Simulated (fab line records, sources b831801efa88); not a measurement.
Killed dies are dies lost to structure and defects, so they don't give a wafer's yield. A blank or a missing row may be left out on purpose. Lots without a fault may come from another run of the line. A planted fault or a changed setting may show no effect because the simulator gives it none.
A struck lot beside a sound one | flow sky130 | 16 steps out of a route of 708
Sound: wafers L144.1, L144.3, L144.6. Struck: wafers L153.1, L153.2, L153.5. The cause comes at the end.
At each step with rows: each side's tool, then ch and its chambers, then its first start. Under that, the readings that differ: sound wafers | struck wafers | difference of the means | sigmas: that difference in standard deviations of wafers without a fault.
alike: readings whose means differ by less than 2 such deviations, and words and numbers that are the same on both sides. not compared: withheld readings, readings that some wafer has no value for, bounds like >300 that may hide the same value, and numbers for which the record gives no deviation and whose values overlap.
The two part at a step that has a row with sigmas, a row that says differs or no value, or rows on one side only. Numbers that don't overlap but have no deviation are shown without sigmas and don't part them. A reading that every wafer of one side lacks parts them only if that side has two wafers or more.

first, 7 steps without rows for these wafers: SKY_METAL4_HMDS_06 (prime time 60 s); SKY_METAL4_COAT_07 (resist thk 59.07 nm); SKY_METAL4_COAT_08 (resist thk 1140 nm); SKY_METAL4_SOFTBAKE_09 (time 90 s); SKY_METAL4_EXPOSE_10 (exposes mask MM4, target cd 300 nm); SKY_METAL4_PEB_11; SKY_METAL4_DEVELOP_12 (develop time 60 s).
SKY_METAL4_CD_MEAS_13: target cd 300 nm.
  sound on cd_sem-02, day 43 00:01; struck on cd_sem-02, day 45 10:04
  alike: cd_nm
SKY_METAL4_OVL_MEAS_14:
  sound on overlay-01, day 43 00:08; struck on overlay-02, day 45 10:11
  reading         | sound  | struck     | difference | sigmas
  METAL4_OVL (nm) | 9 8 11 | -12 -14 -8 | -21        | -3
SKY_METAL4_DESCUM_15: chemistry O2, time 8 s.
  sound on rie_metal-04 ch 0,1, day 43 00:10; struck on rie_metal-04 ch 0,1, day 45 10:13
  alike: drypump_motor_current_A, oes_product_au
  not compared: rf_hours_counter_h
SKY_METAL4_ETCH_16: etches BARC in N2/H2, stops on SiO2, time 88.2 s, target depth 60 nm.
  sound on rie_metal-04 ch 0,1, day 43 00:12; struck on rie_metal-04 ch 0,1, day 45 10:15
  alike: drypump_motor_current_A, oes_product_au, throttle_valve_pct
  not compared: rf_hours_counter_h
SKY_METAL4_ETCH_17: etches SiO2 in C4F8/O2/Ar, stops on TiN, time 3.9 s, target depth 15 nm.
  sound on rie_diel-02 ch 0, day 43 00:18; struck on rie_diel-02 ch 0,1,2, day 45 10:21
  alike: oes_product_au
  not compared: rf_hours_counter_h
SKY_METAL4_METAL_ETCH_18: etches the open film in Cl2/BCl3, stops on SiO2, target depth 845 nm, time 183.1 s.
  sound on rie_metal-03 ch 0,1, day 43 00:22; struck on rie_metal-02 ch 0, day 45 10:22
  reading                                       | sound             | struck            | difference | sigmas
  model.KrF-thick_of_METAL4_COAT_08.thk_nm (nm) | 525.3 518.7 516.9 | 631.1 631.9 639.2 | +113.8     |
  model.METAL4.cd_nm (nm)                       | 300.8 299.3 301.3 | 303.6 304.6 306.8 | +4.5       |
  model.SiO2_of_VIA3_HDPCVD_00.thk_nm (nm)      | 440.8 441.5 441.9 | 447.3 447.7 447.2 | +6.0       |
  alike: drypump_motor_current_A, oes_product_au, throttle_valve_pct
  not compared: rf_hours_counter_h
SKY_METAL4_STRIP_19: strips in O2/N2.
  sound on plasma_asher-03 ch 0,1, day 43 00:32; struck on plasma_asher-04 ch 0,1, day 45 10:43
  reading                      | sound             | struck            | difference | sigmas
  oes_product_au (a.u.)        | 0.505 0.499 0.500 | 0.545 0.542 0.550 | +0.044     | +8
  strip_time_to_endpoint_s (s) | 6.52 6.43 6.43    | 7.55 7.55 7.64    | +1.12      | +15
  alike: drypump_motor_current_A
  not compared: rf_hours_counter_h
then, 1 step without rows for these wafers: SKY_METAL4_STRIP_20 (strips in post etch residue remover, time 1200 s).
-- the record jumps here: 4 days lie between the struck wafers' starts before and after (it left off in module METAL4 and takes up again in module PAD_OPEN, whose first step shown is number 708 of the route) --
SKY_PAD_OPEN_PROBE_99:
  sound on prober-01, day 46 19:53; struck on prober-01, day 49 00:47
  reading                               | sound                | struck               | difference | sigmas
  model.etest.met4.width_nm (nm)        | 301.6 299 300.6      | 302.9 306 305.1      | +4.3       |
  model.etest.met4_comb.leak_log10_a_um | -11.95 -12.01 -12.13 | -10.26 -10.72 -9.58  | +1.84      |
  model.etest.met4.line_ohm_um          | 0.1464 0.1454 0.1467 | 0.1414 0.1431 0.1437 | -0.0034    |

WHERE THEY PART
First at SKY_METAL4_OVL_MEAS_14; last, within this record, at SKY_METAL4_STRIP_19.

WHY: what the simulator had put in
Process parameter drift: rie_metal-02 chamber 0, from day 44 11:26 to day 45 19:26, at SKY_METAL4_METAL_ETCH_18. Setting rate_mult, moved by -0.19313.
